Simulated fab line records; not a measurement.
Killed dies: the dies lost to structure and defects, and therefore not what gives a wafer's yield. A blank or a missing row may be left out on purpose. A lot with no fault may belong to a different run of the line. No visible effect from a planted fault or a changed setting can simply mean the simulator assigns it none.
Code-filled problem report in 8D (eight disciplines) form || flow sky130 || the parts of the form that need people (team, actions taken, sign-off) are left out

== 1. WHAT WENT WRONG ==
spin_speed_rpm at SKY_METAL5_COAT_09 reads a mean of 2944.8 rpm on 6 wafers of 2 lots; wafers without a fault read 3000.1 rpm with a standard deviation of 2.1. That is -26 standard deviations from the usual mean.
The step: resist thk 1800 nm.
First seen on wafer L587.2, day 47 17:49, on litho_track-03. The record has a number at this step for 33 wafers belonging to 11 lots. Rule for "out", or "out of limits": more than 4 standard deviations from the usual mean. All remaining wafers that have a number are taken as sound.

== 2. WHAT IT IS AND WHAT IT IS NOT ==
{"question": "which readings at this step", "is": "spin_speed_rpm", "is not": "-"}
{"question": "which lots", "is": "L587, L589", "is not": "L570, L571, L572, L575, L576, L577, L578, L582, L593"}
{"question": "which wafers of those lots", "is": "all that have a number", "is not": "-"}
{"question": "read on which tools", "is": "litho_track-03", "is not": "litho_track-02, litho_track-04"}
{"question": "when", "is": "from day 47 17:49", "is not": "up to then (24 sound wafers); but 3 sound wafers of L593 came after"}

== 3. SUSPECTS, AND WHAT RULES EACH OUT ==
Counting: a tool at any process step up to the reading remains a suspect when it ran all the lots that are out and ran no sound lot after the first of those.
- rie_metal-01 at SKY_METAL4_ETCH_16 (etches BARC in N2/H2, stops on SiO2, time 88.2 s, target depth 60 nm): kept. It processed each lot that is out, first L587 at day 46 08:41, and no sound lot thereafter; up to then, the last sound lot it processed was L576 at day 43 22:44.
- litho_track-03 at SKY_METAL5_COAT_09 (resist thk 1800 nm): kept. It processed each lot that is out, first L587 at day 47 17:49, and no sound lot thereafter; up to then, the last sound lot it processed was L578 at day 45 19:56. On those wafers its own readings are out: spin_speed_rpm.
What counting leaves: rie_metal-01 at SKY_METAL4_ETCH_16 and litho_track-03 at SKY_METAL5_COAT_09.

== 4. THE CAUSE (what the simulator had put in) ==
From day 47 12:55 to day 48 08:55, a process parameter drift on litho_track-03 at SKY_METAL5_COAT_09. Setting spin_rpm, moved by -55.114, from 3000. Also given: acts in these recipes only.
Counting leaves 2 suspects; this tool is one of them.

== 5. THE CHAIN OF EFFECTS, in route order ==
Rows list readings where the struck wafers' mean (over those with a number) sits beyond 3 standard deviations from the usual. Only readings for which the record gives a usual standard deviation are gone through. hours: the time from each lot's start at the first step in this table that gives one to its start at this step, as a median over the lots. sigmas: the change in usual standard deviations.
{"hours": 0, "step": "SKY_METAL5_COAT_09", "reading": "spin_speed_rpm", "usual": "3000.1 rpm", "on struck wafers": 2944.8, "change": -55.3, "sigmas": -26}
Here are the process steps it includes:
- SKY_METAL5_COAT_09: resist thk 1800 nm.

== 6. WHAT WOULD HAVE CAUGHT IT SOONER ==
In this record no reading fell out of limits until day 47 17:49, 5 hours after the fault had begun at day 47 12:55.
